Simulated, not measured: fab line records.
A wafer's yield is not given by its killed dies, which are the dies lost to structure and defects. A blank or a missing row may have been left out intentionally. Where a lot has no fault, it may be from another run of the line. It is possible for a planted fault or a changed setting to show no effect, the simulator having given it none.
Which tool was responsible? | flow gf180mcu | 13 lots with 39 wafers sampled at 4 steps, on a route of 602 steps

## WHAT THE GAUGES READ, wafer by wafer
GF_VT_IMPLANT_RS_MEAS_48: a four-point-probe measurement.
lot  | measured     | on            | LVPWELL_RS (ohm/sq)
L638 | day 8 08:01  | film metro-02 | 1195.1 1196.7 1191.3
L639 | day 8 17:54  | film metro-04 | 1194.9 1196.0 1194.2
L640 | day 8 23:09  | film metro-04 | 1205.6 1200.1 1200.0
L643 | day 9 19:30  | film metro-04 | 1195.7 1194.6 1193.0
L646 | day 10 18:31 | film metro-04 | 1201.1 1204.0 1201.3
L647 | day 11 01:50 | film metro-03 | 1200.5 1198.0 1196.8
L648 | day 11 10:15 | film metro-03 | 1197.4 1195.6 1196.2
L649 | day 11 15:20 | film metro-02 | 1199.9 1193.4 1195.6
L650 | day 11 20:58 | film metro-04 | 1196.6 1198.4 1197.0
L651 | day 12 03:54 | film metro-03 | 1196.6 1197.1 1196.8
L653 | day 12 18:25 | film metro-03 | 1199.2 1199.5 1204.0
L657 | day 13 18:20 | film metro-02 | 1206.1 1206.1 1206.7
L660 | day 14 16:23 | film metro-02 | 1202.3 1206.4 1203.8

GF_M3_OVL_MEAS_15.
lot  | measured     | on         | M3_OVL (nm)
L638 | day 23 10:41 | overlay-02 | -5 0 4
L639 | day 24 00:37 | overlay-02 | -1 3 4
L640 | day 24 06:50 | overlay-02 | -1 4 -2
L643 | day 25 07:02 | overlay-02 | -1 -4 -4
L646 | day 26 09:02 | overlay-02 | 9 13 14
L647 | day 26 13:40 | overlay-02 | -2 -5 -3
L648 | day 26 22:20 | overlay-01 | 4 -2 0
L649 | day 27 05:07 | overlay-01 | 1 3 4
L650 | day 27 09:34 | overlay-02 | 3 -1 3
L651 | day 27 16:04 | overlay-02 | 2 -2 -3
L653 | day 28 06:40 | overlay-01 | 5 3 10
L657 | day 29 07:44 | overlay-01 | -6 -5 -2
L660 | day 30 05:08 | overlay-02 | -5 -5 -2

## EACH LOT AND THE TOOL THAT RAN IT (in order: tool; ch and the chambers of the sampled wafers; start)
lot  | GF_LVPWELL_IMPLANT_09          | GF_V2_SPUTTER_22
L638 | implanter-03 ch 0, day 4 00:46 | pvd sputter-01, day 22 09:12
L639 | implanter-03 ch 0, day 4 09:33 | pvd sputter-02, day 22 23:05
L640 | implanter-03 ch 0, day 4 15:45 | pvd sputter-01, day 23 06:12
L643 | implanter-03 ch 0, day 5 06:04 | pvd sputter-01, day 24 07:08
L646 | implanter-03 ch 0, day 6 01:10 | pvd sputter-02, day 25 09:24
L647 | implanter-03 ch 0, day 6 07:19 | pvd sputter-01, day 25 14:12
L648 | implanter-03 ch 0, day 6 13:31 | pvd sputter-03, day 25 23:47
L649 | implanter-02 ch 0, day 6 16:37 | pvd sputter-03, day 26 05:58
L650 | implanter-02 ch 0, day 6 23:39 | pvd sputter-03, day 26 11:02
L651 | implanter-03 ch 0, day 7 04:27 | pvd sputter-02, day 26 17:20
L653 | implanter-03 ch 0, day 7 15:48 | pvd sputter-01, day 27 09:28
L657 | implanter-01 ch 0, day 8 14:56 | pvd sputter-03, day 28 09:23
L660 | implanter-01 ch 0, day 9 10:19 | pvd sputter-02, day 29 07:26
- GF_LVPWELL_IMPLANT_09
- GF_V2_SPUTTER_22: material TiN, target thk 10 nm, time 40 s.

## WHAT THE TOOLS THEMSELVES READ (means of the sampled wafers that have a number; where no wafer has one, the mark that the record gives instead)
GF_LVPWELL_IMPLANT_09.
lot  | tool         | beam energy keV | dose ions cm2
L638 | implanter-03 | 59.996          | 5e+12
L639 | implanter-03 | 60.004          | 5e+12
L640 | implanter-03 | 59.978          | 5e+12
L643 | implanter-03 | 59.998          | 5e+12
L646 | implanter-03 | 59.987          | 5e+12
L647 | implanter-03 | 60.006          | 5e+12
L648 | implanter-03 | 60.018          | 5e+12
L649 | implanter-02 | 60.004          | 5e+12
L650 | implanter-02 | 60.004          | 5e+12
L651 | implanter-03 | 60.005          | 5e+12
L653 | implanter-03 | 60.007          | 5e+12
L657 | implanter-01 | 66.582          | 5e+12
L660 | implanter-01 | 66.600          | 5e+12

GF_V2_SPUTTER_22.
lot  | tool           | throttle valve pct (%)
L638 | pvd sputter-01 | 28.9
L639 | pvd sputter-02 | 28.8
L640 | pvd sputter-01 | 29.2
L643 | pvd sputter-01 | 28.7
L646 | pvd sputter-02 | 30.8
L647 | pvd sputter-01 | 29.7
L648 | pvd sputter-03 | 30.8
L649 | pvd sputter-03 | 30.5
L650 | pvd sputter-03 | 30.6
L651 | pvd sputter-02 | 29.7
L653 | pvd sputter-01 | 29.4
L657 | pvd sputter-03 | 30.2
L660 | pvd sputter-02 | 30.1

## THE ANSWER, worked out from the rows above alone
Rule: the lots themselves supply what counts as usual. Put in order of their means at a reading, lots are off if they are a third of the lots or fewer, leave a main group of 4 or more, and stand apart from it by a gap of 3 or more times the standard deviation of the main group's means; of several such gaps the widest counts. A main group is skipped when, at the precision printed for the reading in the tables above, its means are all equal. A lot without any number at a reading at which 4 lots or more have one is off too. Where the step has rows for the other lots, those lots are counted as sound. The gauges are gone through in route order, then the tools' own readings, and for those a lot's mean is taken as printed above. At the first step where some lot is off, the reading lying furthest off is the one used; lots without a number count as furthest.
Off, at GF_LVPWELL_IMPLANT_09 on beam energy keV: L657, L660. The main group: mean 60.001, standard deviation 0.01.
A tool fits if, at that step or a process step before it, it ran every lot that is off, and no sound lot after the first of them. One fits: GF_LVPWELL_IMPLANT_09 on implanter-01. It ran no sound lot before its first lot that is off in this sample, so the start can't be narrowed down.
On the lots that are off, the tool's own readings at GF_LVPWELL_IMPLANT_09 differ by more than 5 times the standard deviation of the sound lots' means, which bears it out; beam energy keV reads 66.591 there versus 60.001 on the sound lots.

## WHAT THE SIMULATOR HAD INSERTED
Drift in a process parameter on implanter-01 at GF_LVPWELL_IMPLANT_09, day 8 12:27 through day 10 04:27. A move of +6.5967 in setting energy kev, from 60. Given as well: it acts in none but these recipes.
Lots struck among those shown: L657, L660. The rule above reached the same finding.
